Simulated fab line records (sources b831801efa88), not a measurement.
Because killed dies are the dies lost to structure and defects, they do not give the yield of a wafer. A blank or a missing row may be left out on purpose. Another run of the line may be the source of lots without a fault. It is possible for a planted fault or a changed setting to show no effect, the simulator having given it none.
The tool behind it: which one? | flow sfq line | at 1 step of a route of 325, 14 lots with 42 wafers sampled

WHAT THE GAUGES READ, wafer by wafer
The record lacks any reading of a measuring or inspecting step that a usual standard deviation could be used to judge.

WHAT TOOL EACH LOT RAN ON (gives the tool, then ch and the chambers of the sampled wafers, and finally the start)
lot  | SFQ_TRILAYER_L0_LITHO_PEB_008
L119 | litho track-03 ch 0, day 4 13:00
L120 | litho track-01 ch 0, day 4 22:37
L121 | litho track-01 ch 0, day 5 02:10
L123 | litho track-03 ch 0, day 5 09:24
L126 | litho track-04 ch 0, day 5 22:42
L127 | litho track-04 ch 0, day 6 04:50
L128 | litho track-04 ch 0, day 6 09:38
L129 | litho track-04 ch 0, day 6 18:01
L131 | litho track-03 ch 0, day 7 09:34
L138 | litho track-01 ch 0, day 9 11:33
L139 | litho track-03 ch 0, day 9 17:33
L140 | litho track-03 ch 0, day 9 23:33
L141 | litho track-01 ch 0, day 10 03:10
L142 | litho track-04 ch 0, day 10 07:58
- SFQ_TRILAYER_L0_LITHO_PEB_008: peb time 60 s.

WHAT THE TOOLS THEMSELVES READ (means of the sampled wafers that have a number; where no wafer has one, the mark that the record gives instead)
SFQ_TRILAYER_L0_LITHO_PEB_008.
lot  | tool           | heater power total W (W) | plate temp C (C)
L119 | litho track-03 | 79.17                    | 115.04
L120 | litho track-01 | 79.16                    | 115.05
L121 | litho track-01 | 79.21                    | 115.12
L123 | litho track-03 | 79.19                    | 114.99
L126 | litho track-04 | 79.18                    | 114.85
L127 | litho track-04 | 79.09                    | 115.09
L128 | litho track-04 | 76.49                    | 112.19
L129 | litho track-04 | 76.49                    | 112.14
L131 | litho track-03 | 79.20                    | 114.90
L138 | litho track-01 | 79.19                    | 115.16
L139 | litho track-03 | 79.17                    | 114.94
L140 | litho track-03 | 79.18                    | 115.00
L141 | litho track-01 | 79.20                    | 114.94
L142 | litho track-04 | 79.18                    | 114.97

THE ANSWER, worked out from the rows above alone
Rule: usual is defined by the lots themselves. The widest of any qualifying gaps counts: lots, ordered by their means at a reading, are off when they make up no more than a third of the lots, leave a main group of 4 or more, and stand apart from it by 3 or more times the standard deviation of that group's means. If all means in a main group match to the digits the tables above print for the reading, that group is not used. Also off: a lot with no number at a reading for which 4 or more lots have one. The other lots that the step has rows for count as sound. After the gauges, taken in route order, come the tools' own readings; for these a lot's mean is taken, as printed above. At the first step where some lot is off, the reading lying furthest off is the one used; lots without a number count as furthest.
Off, at SFQ_TRILAYER_L0_LITHO_PEB_008 on heater power total W: L128, L129. Main group: mean 79.18 W, sd 0.03.
If a tool, at that step or one of the process steps before it, ran each lot that is off and ran no sound lot following the first of them, it fits. Of those tried, none fits.

WHAT THE SIMULATOR HAD INSERTED
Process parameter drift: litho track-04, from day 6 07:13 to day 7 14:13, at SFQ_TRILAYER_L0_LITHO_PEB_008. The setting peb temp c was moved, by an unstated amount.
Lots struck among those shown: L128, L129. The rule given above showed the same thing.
